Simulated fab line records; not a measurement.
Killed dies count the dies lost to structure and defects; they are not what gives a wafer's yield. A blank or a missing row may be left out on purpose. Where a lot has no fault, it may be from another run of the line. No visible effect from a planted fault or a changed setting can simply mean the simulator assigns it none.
Which tool did it? ; flow gf180mcu ; at 1 step of a route of 602, 15 lots with 45 wafers sampled

## WHAT EACH GAUGE READ, for each wafer
GF_STI_BOW_MEAS_00. Usual: INCOMING_BOW gives -1 um (standard deviation 7.4).
lot;measured;on;INCOMING_BOW (um);flag
L737;day 1 10:01;filmMetro-02;5 5 6;
L738;day 1 15:00;filmMetro-03;-1 2 0;
L741;day 2 06:00;filmMetro-03;3 3 5;
L742;day 2 11:00;filmMetro-04;-3 -2 9;
L743;day 2 16:00;filmMetro-03;-1 -9 2;
L744;day 2 21:00;filmMetro-04;-6 9 -7;
L747;day 3 12:01;filmMetro-04;-5 5 -14;
L748;day 3 17:02;filmMetro-03;4 2 4;
L751;day 4 08:00;filmMetro-03;-10 -1 4;
L752;day 4 13:01;filmMetro-02;5 0 1;
L753;day 4 18:00;filmMetro-04;-12 8 -1;
L756;day 5 09:00;filmMetro-04;-17 -2 0;
L758;day 5 19:00;filmMetro-04;4 13 0;
L759;day 6 00:00;filmMetro-03;-1 -13 -2;
L760;day 6 05:01;filmMetro-02;-2 -7 -1;

## WHAT TOOL EACH LOT RAN ON (gives the tool, then ch and the chambers of the sampled wafers, and finally the start)
Record: no process step prior to these readings.

## WHAT THE TOOLS THEMSELVES READ (means of the sampled wafers that have a number; where no wafer has one, the mark that the record gives instead)
The record holds no such reading with a usual standard deviation.

## THE ANSWER, worked out from the rows above alone
Rule: a lot is off if the mean of its wafers that have a number lies more than 3 standard deviations from the usual mean. Also off: a lot with no number at a reading for which 4 or more lots have one. Any other lot the step has rows for is counted as sound. After the gauges, taken in route order, come the tools' own readings; for these a lot's mean is taken, as printed above. The first step at which some lot is off is used, and at that step the reading that is off furthest; a lot without a number counts as furthest.
No lot is off at any reading shown: from this, nothing can be told.

## WHAT THE SIMULATOR HAD PUT IN
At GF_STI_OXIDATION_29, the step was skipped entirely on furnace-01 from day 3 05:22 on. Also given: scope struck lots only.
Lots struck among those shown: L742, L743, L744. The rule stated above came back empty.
